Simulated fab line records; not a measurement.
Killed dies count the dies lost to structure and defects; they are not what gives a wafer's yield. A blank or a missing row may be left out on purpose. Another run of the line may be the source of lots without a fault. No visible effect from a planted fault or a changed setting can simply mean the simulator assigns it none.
Code-filled problem report in 8D (eight disciplines) form    flow sfq-line    the parts of the form that need people (team, actions taken, sign-off) are left out

1. THE PROBLEM
A mean of 215.2 nm is read at SFQ_TRILAYER_I0_METRO_MEASURE_029 for thk-nm, taken on 1 wafer of 1 lot, against 200.0 nm (standard deviation 1.2) on wafers free of any fault. Measured from the usual mean, that is +13 standard deviations.
Earliest sighting: wafer L162.2 on film-metro-03 at day 13 04:49. Wafers with a number at this step in the record: 39, from 13 lots. By rule, "out" or "out of limits" means more than 4 standard deviations away from the usual mean. Any other wafer with a number is counted as sound.

2. WHAT THIS IS AND IS NOT
question                     is                 is not
which readings at this step  thk-nm             -
which lots                   L162               L159, L160, L161, L172, L173, L174, L175, L176, L177, L179, L180, L181
which wafers of those lots   L162.2             L162.1, L162.5
read on which tools          film-metro-03      film-metro-01, film-metro-04
when                         from day 13 04:49  up to then (11 sound wafers); but 27 sound wafers of L172, L173, L174, L175, L176, L177, L179, L180, L181 came after

3. THE SUSPECTS, EACH WITH WHAT RULES IT OUT
Counting: a tool at a process step up to the reading stays a suspect if it ran every lot that is out. Sound lots after the first of them don't rule it out here, since some wafers of a struck lot are sound.
- pvd-sputter-03 at SFQ_TRILAYER_L0_DEP_SPUTTER_003 (material MoNx KI, target thk 40 nm, time 100 s): kept. It ran the lot that is out, L162 (day 2 08:29).
- cmp-02 at SFQ_TRILAYER_I0_CMP_CMP_028 (polishes SiO2): kept. It processed L162, the lot that is out, at day 13 01:41, and its most recent sound lot before then was L161 at day 12 19:26.
- film-metro-03 at SFQ_TRILAYER_I0_METRO_MEASURE_029: kept. It ran the lot that is out, L162 (day 13 04:49). Its own thk-nm readings are out on those wafers.
- Within cmp-02 at SFQ_TRILAYER_I0_CMP_CMP_028: the wafers that are out ran in chamber 0; their sound lot-mates ran in chamber 2.
Still standing after the count: pvd-sputter-03 at SFQ_TRILAYER_L0_DEP_SPUTTER_003, cmp-02 at SFQ_TRILAYER_I0_CMP_CMP_028, film-metro-03 at SFQ_TRILAYER_I0_METRO_MEASURE_029.

4. THE CAUSE (what the simulator had put in)
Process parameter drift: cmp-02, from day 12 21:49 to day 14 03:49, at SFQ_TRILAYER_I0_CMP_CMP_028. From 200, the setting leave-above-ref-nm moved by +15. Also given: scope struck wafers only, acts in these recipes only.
After counting, 3 suspects remain, this tool included.

5. SEQUENCE OF EFFECTS, ordered by route
Rows list readings where the struck wafers' mean (over those with a number) sits beyond 3 standard deviations from the usual. Scope: only readings with a usual standard deviation given in the record; hours: median across lots of the time from each lot's start at the first step in this table that gives one to its start at this step; sigmas: change in usual standard deviations.
hours  step                                   reading         usual       on struck wafers  change  sigmas
0      SFQ_TRILAYER_I0_METRO_MEASURE_029      thk-nm          200.0 nm    215.2             +15.2   +13
132    SFQ_TRILAYER_I0_VIA_ETCH_VIA_ETCH_034  oes-product-au  0.854 a.u.  0.897             +0.043  +9.1
Process steps it contains:
- SFQ_TRILAYER_I0_METRO_MEASURE_029
- SFQ_TRILAYER_I0_VIA_ETCH_VIA_ETCH_034: etches SiO2 in CHF3, stops on Nb, target depth 260 nm.

6. WHAT WOULD HAVE CAUGHT IT SOONER
First out-of-limits reading in this record: day 13 04:49, which is 7 hours after fault onset at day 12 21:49.
Of the tool readings at SFQ_TRILAYER_I0_CMP_CMP_028 for which the record gives a usual standard deviation, none was out on any struck wafer, so an alarm limit of 4 standard deviations on them would not have fired.
By day 13 04:49, every lot that is out (1) had started SFQ_TRILAYER_I0_CMP_CMP_028 on cmp-02. Holding the tool at that point would not have protected any of them.
